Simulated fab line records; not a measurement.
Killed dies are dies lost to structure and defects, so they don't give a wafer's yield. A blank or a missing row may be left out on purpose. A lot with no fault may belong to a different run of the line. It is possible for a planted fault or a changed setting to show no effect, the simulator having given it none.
The same fault as seen by 2 desks | flow gf180mcu | each desk has only its own numbers; what lay behind them comes last

## AT THE TOOL OWNER'S DESK: implanter-02
The tool's own readings at GF_HV_LDD_IMPLANT_09: means of the sampled wafers that have a number, for each lot that ran on this tool. Any lot whose mean is over 4 standard deviations away from the usual mean is out of limits and marked OUT; that distance is given in the brackets.
Columns: A = beamEnergyKeV at GF_HV_LDD_IMPLANT_09, usual 40.000; B = faradayCurrentUA at GF_HV_LDD_IMPLANT_09, usual 564; C = tiltDeg at GF_HV_LDD_IMPLANT_09, usual 7.004 degrees
lot  | first seen here | A                        | B   | C
L406 | day 10 06:43    | 39.996                   | 562 | 6.995
L407 | day 10 12:01    | 40.012                   | 560 | 6.990
L411 | day 11 09:09    | 40.017                   | 564 | 6.993
L421 | day 14 11:58    | 33.417 (-99 or more) OUT | 572 | 6.985
L422 | day 14 21:35    | 33.410 (-99 or more) OUT | 553 | 7.028
This desk finds L421, L422 out of limits, L421 being first, at day 14 11:58 (beamEnergyKeV at GF_HV_LDD_IMPLANT_09). L406, L407, L411: within limits.

## AT THE METROLOGY DESK
What the gauges read for every lot (on any tool): the sampled wafers with a number, averaged. Any lot whose mean is over 4 standard deviations away from the usual mean is out of limits and marked OUT; that distance is given in the brackets.
Columns: A = HV_LDD_TW at GF_HV_LDD_TW_MEAS_11, usual 2427; B = HV_LDD_RS at GF_HV_LDD_RS_MEAS_53, usual 417.8 ohm/sq; C = cdNm at GF_M3_CD_MEAS_14, usual 279.8 nm
lot  | first seen here | A               | B                | C
L406 | day 10 06:57    | 2391            | 417.0            | 279.3
L407 | day 10 12:15    | 2425            | 417.8            | 281.0
L409 | day 10 22:01    | 2432            | 418.8            | 278.2
L411 | day 11 09:22    | 2439            | 416.8            | 281.5
L413 | day 12 02:58    | 2437            | 417.4            | 280.1
L414 | day 12 08:55    | 2419            | 418.3            | 279.3
L415 | day 12 16:30    | 2442            | 418.4            | 279.3
L421 | day 14 12:13    | 2303 (-6.9) OUT | 421.8 (+4.0) OUT | 281.3
L422 | day 14 21:50    | 2287 (-7.8) OUT | 421.3            | 278.7
L425 | day 15 22:04    | 2408            | 419.5            | 282.4
L426 | day 16 01:42    | 2423            | 417.3            | 280.2
L429 | day 16 22:36    | 2426            | 418.1            | 280.9
This desk reports L421, L422 out of limits; the earliest was L421 at day 14 12:13 (HV_LDD_TW at GF_HV_LDD_TW_MEAS_11). L406, L407, L409, L411, L413, L414, L415, L425, L426, L429: within limits.

## PUT TOGETHER
An alarm could have come from the tool owner's desk at day 14 11:58, on L421, L422.
Metrology desk: alarm possible at day 14 12:13 on L421, L422.
Every lot named ran GF_HV_LDD_IMPLANT_09 on implanter-02.

## WHAT WAS PUT IN BY THE SIMULATOR
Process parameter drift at GF_HV_LDD_IMPLANT_09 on implanter-02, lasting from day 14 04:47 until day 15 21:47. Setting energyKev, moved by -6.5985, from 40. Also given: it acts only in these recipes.
Shown lots that were struck: L421, L422.
Fault start to first reading out of limits, in hours, per desk: tool owner, 7; metrology, 7.
